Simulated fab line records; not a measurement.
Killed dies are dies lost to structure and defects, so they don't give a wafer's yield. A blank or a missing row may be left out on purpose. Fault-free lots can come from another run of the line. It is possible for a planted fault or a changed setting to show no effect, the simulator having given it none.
What tool caused it?    flow gf180mcu    at 1 step of a route of 602, 12 lots with 36 wafers sampled

## WHAT THE GAUGES READ, wafer by wafer
GF_HV_LDD_CD_MEAS_31: target cd 400 nm.
lot   measured      on         cd-nm (nm)
L075  day 12 10:50  cd-sem-02  401.2 398.6 397.9
L077  day 12 21:10  cd-sem-01  403.3 403.5 403.3
L079  day 13 17:49  cd-sem-02  398.3 397.6 397.2
L082  day 14 13:03  cd-sem-02  400.0 401.8 400.7
L083  day 14 20:58  cd-sem-02  400.3 396.5 398.4
L085  day 15 08:19  cd-sem-02  398.5 401.5 400.6
L087  day 16 00:06  cd-sem-02  396.3 395.8 397.8
L089  day 17 01:56  cd-sem-01  400.8 401.1 400.1
L091  day 17 13:47  cd-sem-02  403.2 401.6 400.2
L093  day 18 06:38  cd-sem-01  401.1 403.4 402.9
L095  day 19 01:40  cd-sem-01  398.2 400.5 398.9
L097  day 19 14:26  cd-sem-02  402.0 402.8 401.3

## TOOL THAT RAN EACH LOT (tool first, then ch and the chambers of the sampled wafers, then the start)
The record holds no process step before these readings.

## THE ANSWER, worked out from the rows above alone
Rule: what is usual is taken from the lots themselves. The widest of any qualifying gaps counts: lots, ordered by their means at a reading, are off when they make up no more than a third of the lots, leave a main group of 4 or more, and stand apart from it by 3 or more times the standard deviation of that group's means. A main group whose means are all the same, to the digits that the tables above print for the reading, isn't used. A lot without any number at a reading at which 4 lots or more have one is off too. Where the step has rows for the other lots, those lots are counted as sound.
Across all readings shown, no lot is off: no conclusion can be drawn from this.

## WHAT THE SIMULATOR HAD PUT IN
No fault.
